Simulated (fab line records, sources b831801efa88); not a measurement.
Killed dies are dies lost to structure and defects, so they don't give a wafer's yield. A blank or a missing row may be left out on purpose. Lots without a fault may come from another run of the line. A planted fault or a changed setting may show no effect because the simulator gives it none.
Which tool did it? | flow sky130 | 6 lots, 18 wafers sampled, at 3 steps of a route of 708

WHAT THE GAUGES READ, wafer by wafer
SKY_LDD_N_TW_MEAS_17.
lot  | measured     | on            | LDD_N_TW
L299 | day 17 16:31 | film_metro-02 | 2601 2600 2610
L301 | day 18 18:43 | film_metro-02 | 2613 2603 2606
L304 | day 19 22:19 | film_metro-03 | 2502 2499 2509
L311 | day 22 04:06 | film_metro-02 | 2583 2590 2603
L315 | day 23 16:33 | film_metro-02 | 2606 2601 2606
L320 | day 25 10:41 | film_metro-03 | 2593 2592 2589

WHICH TOOL RAN EACH LOT (tool, then ch and the chambers of the sampled wafers, then the start)
lot  | SKY_LDD_N_IMPLANT_09            | SKY_LDD_N_STRIP_16
L299 | implanter-03 ch 0, day 17 15:22 | plasma_asher-04 ch 0,1, day 17 16:25
L301 | implanter-01 ch 0, day 18 17:34 | plasma_asher-03 ch 0,1, day 18 18:37
L304 | implanter-03 ch 0, day 19 21:11 | plasma_asher-03 ch 0,1, day 19 22:12
L311 | implanter-02 ch 0, day 22 02:57 | plasma_asher-02 ch 0,1, day 22 04:00
L315 | implanter-02 ch 0, day 23 15:24 | plasma_asher-03 ch 0,1, day 23 16:27
L320 | implanter-03 ch 0, day 25 09:32 | plasma_asher-03 ch 0,1, day 25 10:34
- SKY_LDD_N_IMPLANT_09
- SKY_LDD_N_STRIP_16: strips in O2/N2.

THE ANSWER, worked out from the rows above alone
Rule: what is usual is taken from the lots themselves. Put in order of their means at a reading, lots are off if they are a third of the lots or fewer, leave a main group of 4 or more, and stand apart from it by a gap of 3 or more times the standard deviation of the main group's means; of several such gaps the widest counts. A main group whose means are all the same, to the digits that the tables above print for the reading, isn't used. A lot without any number at a reading at which 4 lots or more have one is off too. The other lots that the step has rows for count as sound.
Off: L304, at SKY_LDD_N_TW_MEAS_17 (LDD_N_TW). The main group: mean 2600, standard deviation 6.7.
A tool fits if, at a process step before that reading, it ran every lot that is off, and no sound lot after the first of them. The gauges at SKY_LDD_N_TW_MEAS_17 are tried like those tools. None of those tried fits.

WHAT THE SIMULATOR HAD PUT IN
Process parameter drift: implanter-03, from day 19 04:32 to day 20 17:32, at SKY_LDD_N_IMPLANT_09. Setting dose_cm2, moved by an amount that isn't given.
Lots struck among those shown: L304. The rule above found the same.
